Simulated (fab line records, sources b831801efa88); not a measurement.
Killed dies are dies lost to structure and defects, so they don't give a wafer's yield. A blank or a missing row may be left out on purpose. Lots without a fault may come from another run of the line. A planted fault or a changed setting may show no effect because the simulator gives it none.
Which tool did it? | flow gf180mcu | 13 lots, 39 wafers sampled, at 5 steps of a route of 602

WHAT THE GAUGES READ, wafer by wafer
GF_HV_LDD_TW_MEAS_50. Usual: HV_LDD_4_TW 567, standard deviation 8.1.
lot  | measured     | on            | HV_LDD_4_TW | flag
L505 | day 12 15:59 | film_metro-02 | 578 578 578 |
L507 | day 13 06:47 | film_metro-04 | 559 564 561 |
L508 | day 13 10:49 | film_metro-04 | 560 558 561 |
L509 | day 13 21:47 | film_metro-04 | 557 559 557 |
L510 | day 14 03:09 | film_metro-02 | 576 579 578 |
L514 | day 15 06:58 | film_metro-04 | 501 499 501 | OFF
L515 | day 15 19:05 | film_metro-03 | 515 516 517 | OFF
L516 | day 16 00:05 | film_metro-04 | 507 507 505 | OFF
L523 | day 18 10:56 | film_metro-04 | 558 560 561 |
L524 | day 18 19:29 | film_metro-02 | 577 578 578 |
L525 | day 19 00:26 | film_metro-03 | 580 577 580 |
L526 | day 19 09:37 | film_metro-02 | 576 576 575 |
L527 | day 20 06:23 | film_metro-02 | 571 572 572 |

GF_CONTACT_THK_MEAS_01. Usual: CONTACT_CVD_00_THK 301 nm, standard deviation 3.5.
lot  | measured     | on            | CONTACT_CVD_00_THK (nm) | flag
L505 | day 15 11:25 | film_metro-03 | 301 296 304             |
L507 | day 16 03:05 | film_metro-02 | 302 307 300             |
L508 | day 16 06:50 | film_metro-04 | 307 304 303             |
L509 | day 16 20:10 | film_metro-03 | 298 302 301             |
L510 | day 17 02:14 | film_metro-02 | 302 299 302             |
L514 | day 18 08:26 | film_metro-04 | 305 306 302             |
L515 | day 18 21:31 | film_metro-03 | 298 295 302             |
L516 | day 19 02:19 | film_metro-04 | 293 295 297             |
L523 | day 21 16:33 | film_metro-03 | 300 300 302             |
L524 | day 22 01:59 | film_metro-02 | 295 295 292             |
L525 | day 22 05:31 | film_metro-02 | 300 297 298             |
L526 | day 22 14:31 | film_metro-04 | 297 303 300             |
L527 | day 23 10:32 | film_metro-03 | 299 303 303             |

GF_V1_CD_MEAS_14: target cd 260 nm. Usual: cd_nm 260.1 nm, standard deviation 1.2.
lot  | measured     | on        | cd_nm (nm)        | flag
L505 | day 18 11:00 | cd_sem-01 | 260.7 260.3 259.6 |
L507 | day 19 05:03 | cd_sem-02 | 260.5 259.9 260.9 |
L508 | day 19 07:39 | cd_sem-01 | 260.4 261.5 261.8 |
L509 | day 20 00:53 | cd_sem-02 | 259.3 260.4 259.6 |
L510 | day 20 04:40 | cd_sem-01 | 262.8 262.7 262.3 |
L514 | day 21 10:43 | cd_sem-02 | 257.8 258.0 258.5 |
L515 | day 22 01:27 | cd_sem-02 | 261.7 261.0 261.3 |
L516 | day 22 05:44 | cd_sem-02 | 258.8 259.5 259.7 |
L523 | day 24 16:30 | cd_sem-02 | 261.7 260.0 261.0 |
L524 | day 25 02:12 | cd_sem-01 | 259.8 259.1 259.9 |
L525 | day 25 05:26 | cd_sem-02 | 259.5 259.2 259.3 |
L526 | day 25 12:40 | cd_sem-01 | 260.0 260.4 260.5 |
L527 | day 26 07:33 | cd_sem-01 | 260.4 260.4 260.0 |

WHICH TOOL RAN EACH LOT (tool, then ch and the chambers of the sampled wafers, then the start)
lot  | GF_HV_LDD_IMPLANT_48            | GF_CONTACT_ETCH_16
L505 | implanter-02 ch 0, day 12 15:44 | rie_diel-04 ch 0,1,2, day 16 10:33
L507 | implanter-03 ch 0, day 13 06:32 | rie_diel-02 ch 1,2,3, day 17 02:41
L508 | implanter-03 ch 0, day 13 10:34 | rie_diel-01 ch 0,1,2, day 17 06:02
L509 | implanter-04 ch 0, day 13 21:34 | rie_diel-02 ch 1,2,3, day 17 20:29
L510 | implanter-03 ch 0, day 14 02:55 | rie_diel-01 ch 0,1,3, day 18 02:03
L514 | implanter-03 ch 0, day 15 06:46 | rie_diel-02 ch 0,1,2, day 19 09:13
L515 | implanter-03 ch 0, day 15 18:50 | rie_diel-01 ch 0,1,3, day 19 22:18
L516 | implanter-03 ch 0, day 15 23:50 | rie_diel-04 ch 0,1, day 20 03:12
L523 | implanter-02 ch 0, day 18 10:41 | rie_diel-04 ch 0,2,3, day 22 16:47
L524 | implanter-03 ch 0, day 18 19:16 | rie_diel-04 ch 0,1,3, day 23 02:08
L525 | implanter-02 ch 0, day 19 00:11 | rie_diel-01 ch 0,1,2, day 23 05:36
L526 | implanter-03 ch 0, day 19 09:23 | rie_diel-04 ch 1,3, day 23 14:17
L527 | implanter-02 ch 0, day 20 06:08 | rie_diel-02 ch 0,2,3, day 24 09:26
- GF_HV_LDD_IMPLANT_48
- GF_CONTACT_ETCH_16: etches BARC in N2/H2.

WHAT THE TOOLS THEMSELVES READ (means of the sampled wafers that have a number; where no wafer has one, the mark that the record gives instead)
GF_HV_LDD_IMPLANT_48. Usual: tilt_deg 7.003 degrees, standard deviation 0.019.
lot  | tool         | tilt_deg (degrees) | flag
L505 | implanter-02 | 7.028              |
L507 | implanter-03 | 6.986              |
L508 | implanter-03 | 7.017              |
L509 | implanter-04 | 6.992              |
L510 | implanter-03 | 7.021              |
L514 | implanter-03 | -0.008             | OFF
L515 | implanter-03 | 0.024              | OFF
L516 | implanter-03 | 0.008              | OFF
L523 | implanter-02 | 7.008              |
L524 | implanter-03 | 7.021              |
L525 | implanter-02 | 6.987              |
L526 | implanter-03 | 7.018              |
L527 | implanter-02 | 7.000              |

GF_CONTACT_ETCH_16. Usual: chamber_pressure_mTorr 30.002 mTorr, standard deviation 0.024; drypump_motor_current_A 5.4 A, standard deviation 0.32; oes_product_au 0.854 a.u., standard deviation 0.0053; throttle_valve_pct 13.225 %, standard deviation 0.0091.
lot  | tool        | chamber_pressure_mTorr (mTorr) | drypump_motor_current_A (A) | oes_product_au (a.u.) | throttle_valve_pct (%) | flag
L505 | rie_diel-04 | 29.996                         | 5.4                         | 0.854                 | 13.224                 |
L507 | rie_diel-02 | 30.001                         | 5.3                         | 0.857                 | 13.215                 |
L508 | rie_diel-01 | 30.009                         | 5.6                         | 0.858                 | 13.219                 |
L509 | rie_diel-02 | 30.003                         | 5.3                         | 0.856                 | 13.231                 |
L510 | rie_diel-01 | 29.993                         | 5.4                         | 0.856                 | 13.216                 |
L514 | rie_diel-02 | 29.996                         | 5.4                         | 0.855                 | 13.230                 |
L515 | rie_diel-01 | 29.985                         | 5.4                         | 0.850                 | 13.224                 |
L516 | rie_diel-04 | 30.010                         | 5.2                         | 0.852                 | 13.227                 |
L523 | rie_diel-04 | 30.016                         | 5.4                         | 0.856                 | 13.233                 |
L524 | rie_diel-04 | 30.001                         | 5.4                         | 0.858                 | 13.224                 |
L525 | rie_diel-01 | 30.018                         | 5.6                         | 0.857                 | 13.218                 |
L526 | rie_diel-04 | 30.007                         | 5.6                         | 0.857                 | 13.229                 |
L527 | rie_diel-02 | 29.997                         | 5.2                         | 0.852                 | 13.219                 |

THE ANSWER, worked out from the rows above alone
Rule: a lot is off if the mean of its wafers that have a number lies more than 3 standard deviations from the usual mean. A lot without any number at a reading at which 4 lots or more have one is off too. The other lots that the step has rows for count as sound. The gauges are gone through in route order, then the tools' own readings, and for those a lot's mean is taken as printed above. The first step at which some lot is off is used, and at that step the reading that is off furthest; a lot without a number counts as furthest.
Off: L514, L515, L516, at GF_HV_LDD_TW_MEAS_50 (HV_LDD_4_TW).
A tool fits if, at a process step before that reading, it ran every lot that is off, and no sound lot after the first of them. The gauges at GF_HV_LDD_TW_MEAS_50 aren't tried: what is off there is off at GF_HV_LDD_IMPLANT_48 too, on other tools, and a gauge's error can't cause that. None of those tried fits.

WHAT THE SIMULATOR HAD PUT IN
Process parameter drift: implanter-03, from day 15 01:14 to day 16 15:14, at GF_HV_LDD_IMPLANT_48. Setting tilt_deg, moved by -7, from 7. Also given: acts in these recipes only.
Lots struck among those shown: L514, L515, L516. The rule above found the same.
